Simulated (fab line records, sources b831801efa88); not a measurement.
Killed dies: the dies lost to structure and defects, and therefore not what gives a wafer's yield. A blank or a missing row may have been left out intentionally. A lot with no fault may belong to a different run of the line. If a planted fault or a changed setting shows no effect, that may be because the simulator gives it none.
Problem report, 8D (eight disciplines) form, completed by code | flow gf180mcu | the parts of the form that need people (team, actions taken, sign-off) are left out

## 1. WHAT WENT WRONG
Across 6 wafers from 2 lots, PSD_TW at GF_PSD_TW_MEAS_11 averages 3006, while fault-free wafers read 3173 with a standard deviation of 21. Relative to the usual mean, that is a shift of -8.0 standard deviations.
Seen first at day 21 01:39 on film_metro-04, wafer L855.1. At this step, 33 wafers from 11 lots have a number in the record. Rule for "out" (also "out of limits"): further than 4 standard deviations from the usual mean. All remaining wafers that have a number are taken as sound.

## 2. WHAT THIS IS AND IS NOT
question                    | is                           | is not
which readings at this step | PSD_TW                       | -
which lots                  | L855, L857                   | L835, L836, L837, L839, L840, L841, L843, L844, L847
which wafers of those lots  | all that have a number       | -
read on which gauges        | film_metro-01, film_metro-04 | film_metro-03
when                        | from day 21 01:39            | up to then (27 sound wafers)

## 3. WHAT RULES OUT EACH SUSPECT
Counting: a tool at any process step up to the reading remains a suspect when it ran all the lots that are out and ran no sound lot after the first of those.
- the gauge at GF_PSD_TW_MEAS_11 is ruled out. The wafers that are out were read on 2 gauges (film_metro-01, film_metro-04).
- implanter-03 at GF_PSD_IMPLANT_09: kept. It processed each lot that is out, first L855 at day 21 01:24, and no sound lot thereafter; up to then, the last sound lot it processed was L837 at day 14 22:55. Out on those wafers are its own readings of beam_on_s, faraday_current_uA.
- plasma_asher-02 at GF_PSD_STRIP_10 (strips in O2/N2): kept. It processed each lot that is out, first L855 at day 21 01:33, and no sound lot thereafter; up to then, the last sound lot it processed was L847 at day 18 10:48. Out on those wafers are its own readings of strip_time_to_endpoint_s.
What counting leaves: implanter-03 at GF_PSD_IMPLANT_09 and plasma_asher-02 at GF_PSD_STRIP_10.

## 4. THE CAUSE (what the simulator had put in)
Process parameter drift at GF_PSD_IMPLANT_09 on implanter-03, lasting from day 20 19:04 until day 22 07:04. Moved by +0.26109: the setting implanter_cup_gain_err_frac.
Counting left 2 suspects, and this tool is among them.

## 5. SEQUENCE OF EFFECTS, ordered by route
Each row: a reading whose mean over the struck wafers that have a number lies more than 3 standard deviations from the usual. Readings are gone through only where the record gives a usual standard deviation; hours: the median, over the lots, of the time from a lot's start at the first step in this table giving one to that lot's start at this step; sigmas: the change measured in usual standard deviations.
hours | step              | reading                  | usual         | on struck wafers | change | sigmas
0     | GF_PSD_IMPLANT_09 | beam_on_s                | 9.98 s        | 7.82             | -2.16  | -11
0     | GF_PSD_IMPLANT_09 | faraday_current_uA       | 8267          | 10522            | +2255  | +14
0     | GF_PSD_STRIP_10   | oes_product_au           | 0.592 a.u.    | 0.609            | +0.017 | +3.8
0     | GF_PSD_STRIP_10   | strip_time_to_endpoint_s | 16.55 s       | 15.79            | -0.76  | -16
0     | GF_PSD_TW_MEAS_11 | PSD_TW                   | 3173          | 3006             | -168   | -8.0
1     | GF_PSD_RS_MEAS_15 | PSD_RS                   | 108.67 ohm/sq | 121.63           | +12.96 | +46
Here are the process steps it includes:
- GF_PSD_IMPLANT_09
- GF_PSD_STRIP_10: strips in O2/N2.
Later steps that measure or inspect, where all struck wafers having a row at the step show a number for every such reading and not one has moved that far: GF_M1_OVL_MEAS_15.

## 6. HOW IT WOULD HAVE BEEN CAUGHT EARLIER
In this record the first reading out of limits at a measuring or inspecting step was taken at day 21 01:39, 7 hours after the fault began at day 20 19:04.
The tool's own readings at GF_PSD_IMPLANT_09 were out on every struck wafer that the step has a row for (beam_on_s, faraday_current_uA): an alarm limit on them would have fired on the first of those.
Among the 2 lots that are out, L857 began GF_PSD_IMPLANT_09 on implanter-03 after day 21 01:39. Holding the tool at that time would have saved it.
